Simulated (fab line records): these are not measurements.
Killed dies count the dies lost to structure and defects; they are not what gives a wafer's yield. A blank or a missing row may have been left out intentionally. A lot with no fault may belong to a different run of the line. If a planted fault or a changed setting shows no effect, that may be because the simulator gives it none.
One fault seen from 2 desks -- flow sky130 -- each desk holds nothing but its own numbers, with what lay behind them at the end

== FOR THE TOOL OWNER'S DESK: implanter-04 ==
The tool's own readings at SKY_VT_ADJUST_NCORE_IMPLANT_09: means of the sampled wafers that have a number, for each lot that ran on this tool. The brackets show how far a lot's mean lies from the usual mean; more than 4 standard deviations puts the lot out of limits, marked OUT.
Columns: A = beamOnS at SKY_VT_ADJUST_NCORE_IMPLANT_09, usual 9.99 s; B = faradayCurrentUA at SKY_VT_ADJUST_NCORE_IMPLANT_09, usual 13.54
lot,first seen here,A,B
L882,day 8 12:29,10.18,13.28
L885,day 9 12:22,10.13,13.33
L890,day 10 21:53,9.99,13.54
L895,day 12 12:58,9.79,13.80
L896,day 12 17:32,9.87,13.72
L901,day 14 04:05,11.24 (+5.7) OUT,12.07 (-4.9) OUT
L902,day 14 14:04,11.53 (+7.0) OUT,11.71 (-6.1) OUT
This desk's verdict: out of limits on L901, L902, starting with L901 at day 14 04:05 (beamOnS at SKY_VT_ADJUST_NCORE_IMPLANT_09). Within limits: L882, L885, L890, L895, L896.

== METROLOGY DESK ==
What the gauges read for every lot (on any tool): the sampled wafers with a number, averaged. The brackets show how far a lot's mean lies from the usual mean; more than 4 standard deviations puts the lot out of limits, marked OUT.
Columns: A = VT_ADJUST_HVTP_TW at SKY_VT_ADJUST_HVTP_TW_MEAS_11, usual 1358; B = VT_ADJUST_LVTN_OVL at SKY_VT_ADJUST_LVTN_OVL_MEAS_07, usual 2.0 nm; C = VT_ADJUST_NCORE_TW at SKY_VT_ADJUST_NCORE_TW_MEAS_11, usual 220.0
lot,first seen here,A,B,C
L882,day 6 01:25,1338,1.1,218.6
L884,day 6 15:44,1370,2.2,222.8
L885,day 6 22:46,1381,1.5,222.3
L887,day 7 10:23,1345,1.3,219.9
L889,day 8 00:02,1334,2.1,219.9
L890,day 8 03:35,1375,2.6,219.7
L893,day 8 23:19,1373,1.3,223.1
L895,day 9 13:50,1379,0.4,216.7
L896,day 9 18:22,1343,3.1,221.5
L898,day 10 10:31,1372,0.8,223.3
L901,day 11 00:34,1379,2.7,227.6
L902,day 11 09:26,1339,4.0,230.2 (+4.3) OUT
L905,day 12 10:01,1370,0.8,219.6
This desk reports L902 out of limits; the earliest was L902 at day 14 14:19 (VT_ADJUST_NCORE_TW at SKY_VT_ADJUST_NCORE_TW_MEAS_11). Within limits: L882, L884, L885, L887, L889, L890, L893, L895, L896, L898, L901, L905.

== ALL TOGETHER ==
The tool owner's desk had the chance to raise an alarm at day 14 04:05 on L901, L902.
On L902, the metrology desk was in a position to raise an alarm at day 14 14:19.
The metrology desk has L901 on record, within its limits.
The lots listed all ran SKY_VT_ADJUST_NCORE_IMPLANT_09 on implanter-04.

== WHAT THE SIMULATOR PUT IN ==
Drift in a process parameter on implanter-04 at SKY_VT_ADJUST_NCORE_IMPLANT_09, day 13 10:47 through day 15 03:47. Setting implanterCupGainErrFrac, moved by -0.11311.
Struck lots among those shown: L901, L902.
Hours from the fault's start to each desk's first reading out of limits: the tool owner's desk, 17; the metrology desk, 28.
